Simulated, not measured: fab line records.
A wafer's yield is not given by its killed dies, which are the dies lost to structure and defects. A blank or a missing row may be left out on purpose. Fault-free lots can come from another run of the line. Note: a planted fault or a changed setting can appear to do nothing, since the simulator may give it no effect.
Which tool is to blame? | flow gf180mcu | 10 lots with 30 wafers sampled at 5 steps, on a route of 602 steps

== WHAT THE GAUGES READ, wafer by wafer ==
GF_V3_THK_MEAS_03.
lot  | measured     | on            | V3_CVD_02_THK (nm)
L183 | day 21 12:40 | film-metro-01 | 839 832 857
L185 | day 22 05:46 | film-metro-02 | 845 849 867
L186 | day 22 13:10 | film-metro-01 | 846 850 865
L190 | day 23 20:53 | film-metro-03 | 857 851 869
L191 | day 24 10:05 | film-metro-01 | 861 859 873
L193 | day 25 03:05 | film-metro-01 | 839 843 853
L195 | day 25 17:29 | film-metro-03 | 860 871 874
L201 | day 27 18:44 | film-metro-03 | 854 860 868
L202 | day 27 20:03 | film-metro-03 | 846 827 830
L205 | day 28 13:03 | film-metro-03 | 838 856 852

GF_MIM_RS_MEAS_10: uses a four-point probe to measure.
lot  | measured     | on            | MIM_ALCU_RS (ohm/sq)
L183 | day 24 15:13 | film-metro-02 | 0.1648 0.1625 0.1635
L185 | day 25 06:01 | film-metro-01 | 0.1633 0.1628 0.1616
L186 | day 25 14:17 | film-metro-02 | 0.1632 0.1625 0.1620
L190 | day 26 19:05 | film-metro-04 | 0.1609 0.1638 0.1613
L191 | day 27 05:47 | film-metro-01 | 0.1587 0.1594 0.1569
L193 | day 27 22:46 | film-metro-04 | 0.1608 0.1622 0.1604
L195 | day 28 12:11 | film-metro-01 | 0.1606 0.1579 0.1621
L201 | day 30 10:13 | film-metro-02 | 0.1454 0.1441 0.1465
L202 | day 30 12:01 | film-metro-04 | 0.1477 0.1466 0.1467
L205 | day 31 03:45 | film-metro-02 | 0.1597 0.1613 0.1581

GF_MIM_THK_MEAS_11: measures by xrf.
lot  | measured     | on            | MIM_ALCU_THK (nm)
L183 | day 24 15:19 | film-metro-02 | 195.5 196.9 195.5
L185 | day 25 06:07 | film-metro-01 | 196.6 196.8 197.2
L186 | day 25 14:23 | film-metro-02 | 197.7 199.4 199.2
L190 | day 26 19:11 | film-metro-04 | 198.5 194.8 197.6
L191 | day 27 05:55 | film-metro-01 | 201.6 201.0 204.7
L193 | day 27 22:52 | film-metro-04 | 199.0 197.4 201.1
L195 | day 28 12:18 | film-metro-01 | 198.4 201.9 197.6
L201 | day 30 10:20 | film-metro-02 | 220.0 221.7 218.8
L202 | day 30 12:08 | film-metro-04 | 215.3 216.1 217.0
L205 | day 31 03:52 | film-metro-02 | 201.5 199.1 202.9

== WHAT TOOL EACH LOT RAN ON (gives the tool, then ch and the chambers of the sampled wafers, and finally the start) ==
lot  | GF_MIM_SPUTTER_01            | GF_MIM_SPUTTER_08
L183 | pvd-sputter-02, day 24 14:53 | pvd-sputter-04, day 24 15:08
L185 | pvd-sputter-01, day 25 05:40 | pvd-sputter-02, day 25 05:56
L186 | pvd-sputter-01, day 25 13:56 | pvd-sputter-04, day 25 14:12
L190 | pvd-sputter-02, day 26 18:45 | pvd-sputter-04, day 26 19:00
L191 | pvd-sputter-02, day 27 05:29 | pvd-sputter-01, day 27 05:44
L193 | pvd-sputter-01, day 27 22:26 | pvd-sputter-02, day 27 22:41
L195 | pvd-sputter-02, day 28 11:52 | pvd-sputter-01, day 28 12:08
L201 | pvd-sputter-02, day 30 09:54 | pvd-sputter-01, day 30 10:10
L202 | pvd-sputter-02, day 30 11:42 | pvd-sputter-01, day 30 11:58
L205 | pvd-sputter-04, day 31 03:26 | pvd-sputter-02, day 31 03:42
- GF_MIM_SPUTTER_01: material TiN, target thk 30 nm, time 25 s.
- GF_MIM_SPUTTER_08: material AlCu, target thk 200 nm, time 10.6 s.

== WHAT THE TOOLS THEMSELVES READ (means of the sampled wafers that have a number; where no wafer has one, the mark that the record gives instead) ==
GF_MIM_SPUTTER_01.
lot  | tool           | cathode-dc-power-W (W) | throttle-valve-pct (%)
L183 | pvd-sputter-02 | 6499.4                 | 31.4
L185 | pvd-sputter-01 | 6499.8                 | 30.9
L186 | pvd-sputter-01 | 6500.8                 | 30.7
L190 | pvd-sputter-02 | 6500.1                 | 30.8
L191 | pvd-sputter-02 | 6498.2                 | 30.5
L193 | pvd-sputter-01 | 6500.6                 | 29.9
L195 | pvd-sputter-02 | 6500.1                 | 30.6
L201 | pvd-sputter-02 | 6499.9                 | 30.2
L202 | pvd-sputter-02 | 6500.2                 | 31.8
L205 | pvd-sputter-04 | 6498.6                 | 31.4

GF_MIM_SPUTTER_08.
lot  | tool           | cathode-dc-power-W (W) | throttle-valve-pct (%)
L183 | pvd-sputter-04 | 10599                  | 31.3
L185 | pvd-sputter-02 | 10601                  | 30.2
L186 | pvd-sputter-04 | 10601                  | 30.9
L190 | pvd-sputter-04 | 10601                  | 31.1
L191 | pvd-sputter-01 | 10602                  | 30.7
L193 | pvd-sputter-02 | 10600                  | 31.6
L195 | pvd-sputter-01 | 10601                  | 30.7
L201 | pvd-sputter-01 | 11506                  | 30.0
L202 | pvd-sputter-01 | 11504                  | 30.5
L205 | pvd-sputter-02 | 10599                  | 30.3

== THE ANSWER, worked out from the rows above alone ==
Rule: the usual values come from the lots themselves. Put in order of their means at a reading, lots are off if they are a third of the lots or fewer, leave a main group of 4 or more, and stand apart from it by a gap of 3 or more times the standard deviation of the main group's means; of several such gaps the widest counts. A main group is skipped when, at the precision printed for the reading in the tables above, its means are all equal. Also off: a lot with no number at a reading for which 4 or more lots have one. Where the step has rows for the other lots, those lots are counted as sound. First the gauges in route order, then the tools' own readings, where a lot's mean is used as printed above. The first step at which some lot is off is used, and at that step the reading that is off furthest; a lot without a number counts as furthest.
Off: at GF_MIM_RS_MEAS_10 (MIM_ALCU_RS), L201, L202. The main group has a mean of 0.1613 ohm/sq with a standard deviation of 0.0016.
A tool fits if, at a process step before that reading, it ran every lot that is off, and no sound lot after the first of them. Not tried: the gauges at GF_MIM_RS_MEAS_10; whatever is off there is also off at GF_MIM_SPUTTER_08, on other tools, and gauge error can't account for it. Undecided on this evidence; 2 tools fit (pvd-sputter-02 at GF_MIM_SPUTTER_01, pvd-sputter-01 at GF_MIM_SPUTTER_08).

== WHAT THE SIMULATOR PUT IN ==
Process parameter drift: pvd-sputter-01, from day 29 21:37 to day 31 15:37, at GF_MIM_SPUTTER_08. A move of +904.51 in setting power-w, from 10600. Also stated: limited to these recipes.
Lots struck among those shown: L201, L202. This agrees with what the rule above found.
